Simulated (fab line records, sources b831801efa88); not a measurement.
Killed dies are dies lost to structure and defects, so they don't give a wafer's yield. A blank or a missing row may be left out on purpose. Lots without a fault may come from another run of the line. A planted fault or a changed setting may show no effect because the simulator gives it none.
fab line records | flow sfq_line
record lots=5 wafers=27
route steps=325 shown M8@321
start_h: hours from the record's first day to the start of the lot's first wafer shown | wait_h: hours since the lot's step before | " the same as in the row above | L1.1+2: a row that stands for several wafers | - no value, or no start given | * or withheld: withheld | < > ~ a bound
route shown NAME@n: a module of which the file shows steps, and the number in the route of the first | usual: mean/standard deviation of fault-free wafers | same: alike in all rows | chamber/n: place in a boat | sites: the reading at each site | _std_site: their standard deviation | _edge_site: outer sites' mean less inner sites' | radius_mm: how far each site lies from the wafer's centre | mask NAME#n: copy n | behind: the tool/chamber that last shaped the wafer | hold: why the lot was held/for how many hours/how that ended | device: the transistor (n, p or np) that didn't switch | end of line: the same wafers' tests at the end of the route | a step without rows: its recipe alone | killed: dies lost to structure and defects at the first sort, not the wafer's yield | map: a wafer's dies, x killed, . not, _ none there
set.NAME: the setting as run; set.NAME@STEP: as run at that earlier step | model.NAME: the simulator's own value behind a step, which no gauge read
lots whose settings were changed on purpose; a table a step, a row a wafer
## steps
# step SFQ_TRILAYER_M8_DEP_EVAP_196
# recipe material=Au angular_spread_deg=1 target_thk_nm=180 time_s=900 power_w=2000
# columns lot.wafer tool chamber start_h wait_h set.time_s model.Au_of_TRILAYER_M8_DEP_EVAP_196.thk_nm
L075.1 pvd_sputter-01 - 1787.31 0.1 900 181.1
L075.2 " - " " 900 179.5
L075.3 " - " " 900 180.9
L077.1 pvd_sputter-01 - 1797.01 0.1 1174 232.8
L077.2 " - " " 900 178
L077.3 " - " " 1174 235
L077.4 " - " " 900 177.8
L077.5 " - " " 1174 232.7
L077.6 " - " " 900 178.9
L079.1 pvd_sputter-01 - 1800.73 0.1 900 178.9
L079.2 " - " " 1361 272.6
L079.3 " - " " 900 179.4
L079.4 " - " " 1361 270.8
L079.5 " - " " 1361 271
L079.6 " - " " 900 179.2
L081.1 pvd_sputter-01 - 1928.27 0.1 900 178.4
L081.2 " - " " 900 177.6
L081.3 " - " " 900 178
L081.4 " - " " 1141 227.9
L081.5 " - " " 1141 226.2
L081.6 " - " " 1141 226
L082.1 pvd_sputter-02 - 1931.51 0.1 587.1 120.5
L082.2 " - " " 900 179.7
L082.3 " - " " 900 181.8
L082.4 " - " " 587.1 117.8
L082.5 " - " " 900 179.6
L082.6 " - " " 587.1 121.1
# step SFQ_M8_RS_MEAS_949
# recipe thk_meas_gauge=four-point-probe reads=Au_of_TRILAYER_M8_DEP_EVAP_196+Pt_of_TRILAYER_M8_DEP_EVAP_198+Ti_of_TRILAYER_M8_DEP_EVAP_197
# usual M8_AU_RS=0.1537/0.0018
# columns lot.wafer tool chamber start_h wait_h set.time_s@TRILAYER_M8_DEP_EVAP_196 M8_AU_RS[ohm/sq]
L075.1 film_metro-01 - 1787.83 0.3 900 0.1526
L075.2 " - " " 900 0.1544
L075.3 " - " " 900 0.1529
L077.1 film_metro-04 - 1797.52 0.3 1174 0.1185
L077.2 " - " " 900 0.1555
L077.3 " - " " 1174 0.1175
L077.4 " - " " 900 0.1554
L077.5 " - " " 1174 0.1185
L077.6 " - " " 900 0.1548
L079.1 film_metro-02 - 1801.25 0.3 900 0.1548
L079.2 " - " " 1361 0.1013
L079.3 " - " " 900 0.1541
L079.4 " - " " 1361 0.1017
L079.5 " - " " 1361 0.1016
L079.6 " - " " 900 0.1545
L081.1 film_metro-02 - 1928.78 0.3 900 0.1549
L081.2 " - " " 900 0.1561
L081.3 " - " " 900 0.1556
L081.4 " - " " 1141 0.1210
L081.5 " - " " 1141 0.1221
L081.6 " - " " 1141 0.1222
L082.1 film_metro-02 - 1932.02 0.3 587.1 0.2312
L082.2 " - " " 900 0.1539
L082.3 " - " " 900 0.1522
L082.4 " - " " 587.1 0.2363
L082.5 " - " " 900 0.1538
L082.6 " - " " 587.1 0.2303
# step SFQ_M8_THK_MEAS_950
# recipe thk_meas_gauge=xrf reads=Au_of_TRILAYER_M8_DEP_EVAP_196
# usual M8_AU_THK=178.7/2.3
# columns lot.wafer tool chamber start_h wait_h set.time_s@TRILAYER_M8_DEP_EVAP_196 M8_AU_THK[nm]
L075.1 film_metro-01 - 1787.95 0.1 900 181.6
L075.2 " - " " 900 178.9
L075.3 " - " " 900 179.8
L077.1 film_metro-04 - 1797.64 0.1 1174 229.1
L077.2 " - " " 900 176.2
L077.3 " - " " 1174 230.5
L077.4 " - " " 900 175.2
L077.5 " - " " 1174 228.5
L077.6 " - " " 900 176.1
L079.1 film_metro-02 - 1801.37 0.1 900 177.8
L079.2 " - " " 1361 270.7
L079.3 " - " " 900 178.2
L079.4 " - " " 1361 267.6
L079.5 " - " " 1361 268.2
L079.6 " - " " 900 178.0
L081.1 film_metro-02 - 1928.90 0.1 900 177.0
L081.2 " - " " 900 176.6
L081.3 " - " " 900 175.4
L081.4 " - " " 1141 225.9
L081.5 " - " " 1141 224.7
L081.6 " - " " 1141 224.6
L082.1 film_metro-02 - 1932.14 0.1 587.1 120.1
L082.2 " - " " 900 178.2
L082.3 " - " " 900 179.9
L082.4 " - " " 587.1 116.6
L082.5 " - " " 900 178.0
L082.6 " - " " 587.1 120.1
## key
split step=SFQ_TRILAYER_M8_DEP_EVAP_196 setting=time_s stated=900 by=wafer
response step=SFQ_TRILAYER_M8_DEP_EVAP_196 reading=model.Au_of_TRILAYER_M8_DEP_EVAP_196.thk_nm change=+1.79 per=1% r=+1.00
response step=SFQ_M8_RS_MEAS_949 reading=M8_AU_RS change=-0.00137 per=1% r=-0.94
response step=SFQ_M8_THK_MEAS_950 reading=M8_AU_THK change=+1.77 per=1% r=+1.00
